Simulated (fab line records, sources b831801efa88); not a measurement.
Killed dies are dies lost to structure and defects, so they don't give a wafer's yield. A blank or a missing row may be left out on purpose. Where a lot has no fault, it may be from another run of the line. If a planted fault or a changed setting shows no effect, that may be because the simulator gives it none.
Comparing a struck lot with a sound one ; flow gf180mcu ; 21 steps out of a route of 602
Sound: these wafers, L564.1, L564.3, L564.4. The struck wafers were L568.1, L568.2, L568.4. The cause is named last.
For every step that has rows: the tool of each side, followed by ch and its chambers, followed by its first start. Under that, the readings that differ: sound wafers ; struck wafers ; difference of the means ; sigmas: that difference in standard deviations of wafers without a fault.
alike: readings with means less than 2 such deviations apart, plus words and numbers identical on both sides. not compared: withheld readings, readings lacking a value on some wafer, bounds such as >300 that could conceal the same value, and numbers that have no deviation in the record and whose values overlap.
The two part at a step that has a row with sigmas, a row that says differs or no value, or rows on one side only. Numbers that don't overlap but have no deviation are shown without sigmas and don't part them. A reading that every wafer of one side lacks parts them only if that side has two wafers or more.

first, 3 steps without rows for these wafers: GF_LVPWELL_EXPOSE_04 (exposes mask LVPWELL, target cd 600 nm); GF_LVPWELL_PEB_05; GF_LVPWELL_DEVELOP_06 (develop time 60 s).
GF_LVPWELL_OVL_MEAS_07:
  sound on overlay-01, day 6 00:36; struck on overlay-01, day 6 18:22
  alike: LVPWELL_OVL
then, 2 steps without rows for these wafers: GF_LVPWELL_IMPLANT_08; GF_LVPWELL_IMPLANT_09.
GF_LVPWELL_STRIP_10: strips in O2/N2.
  sound on plasmaAsher-03 ch 0,1, day 6 00:56; struck on plasmaAsher-01 ch 0,1, day 6 18:43
  alike: drypumpMotorCurrentA, heaterPowerW, oesProductAu, stripTimeToEndpointS
  not compared: rfHoursCounterH
GF_LVPWELL_TW_MEAS_11:
  sound on filmMetro-04, day 6 01:02; struck on filmMetro-04, day 6 18:49
  alike: LVPWELL_TW
then, 4 steps without rows for these wafers: GF_MVSD_DEHYDRATE_00 (time 60 s); GF_MVSD_HMDS_01 (prime time 60 s); GF_MVSD_COAT_02 (resist thk 3000 nm); GF_MVSD_SOFTBAKE_03.
GF_MVSD_EXPOSE_04: exposes mask MVSD, target cd 1000 nm.
  sound on ilineStepper-01 ch 0, day 6 08:55; struck on ilineStepper-02 ch 0, day 7 02:43
reading;sound;struck;difference;sigmas
mask;MVSD#0 MVSD#0 MVSD#0;LVPWELL#0 LVPWELL#0 LVPWELL#0;differs;
then, 2 steps without rows for these wafers: GF_MVSD_PEB_05; GF_MVSD_DEVELOP_06 (develop time 60 s).
GF_MVSD_OVL_MEAS_07:
  sound on overlay-02, day 6 16:40; struck on overlay-01, day 7 10:22
reading;sound;struck;difference;sigmas
MVSD_OVL (nm);-1.4 -2.8 -1.6;- - -;no value on the struck wafers;
then, 2 steps without rows for these wafers: GF_MVSD_IMPLANT_08; GF_MVSD_IMPLANT_09.
GF_MVSD_STRIP_10: strips in O2/N2.
  sound on plasmaAsher-02 ch 0,1, day 6 17:01; struck on plasmaAsher-02 ch 0,1, day 7 10:42
  alike: drypumpMotorCurrentA, heaterPowerW, oesProductAu, stripTimeToEndpointS
  not compared: rfHoursCounterH
GF_MVSD_TW_MEAS_11:
  sound on filmMetro-04, day 6 17:07; struck on filmMetro-02, day 7 11:07
reading;sound;struck;difference;sigmas
MVSD_TW;1598 1599 1603;30 30 30;-1570;-99 or more
  not compared: hold
GF_PASSIVATION_PROBE_99:
  rows exist in the record for the sound wafers here (prober-02, day 31 21:10), none for the struck ones

== WHERE THEY PART ==
Earliest at GF_MVSD_EXPOSE_04; latest, in this record, at GF_PASSIVATION_PROBE_99.

WHY: the cause the simulator had injected
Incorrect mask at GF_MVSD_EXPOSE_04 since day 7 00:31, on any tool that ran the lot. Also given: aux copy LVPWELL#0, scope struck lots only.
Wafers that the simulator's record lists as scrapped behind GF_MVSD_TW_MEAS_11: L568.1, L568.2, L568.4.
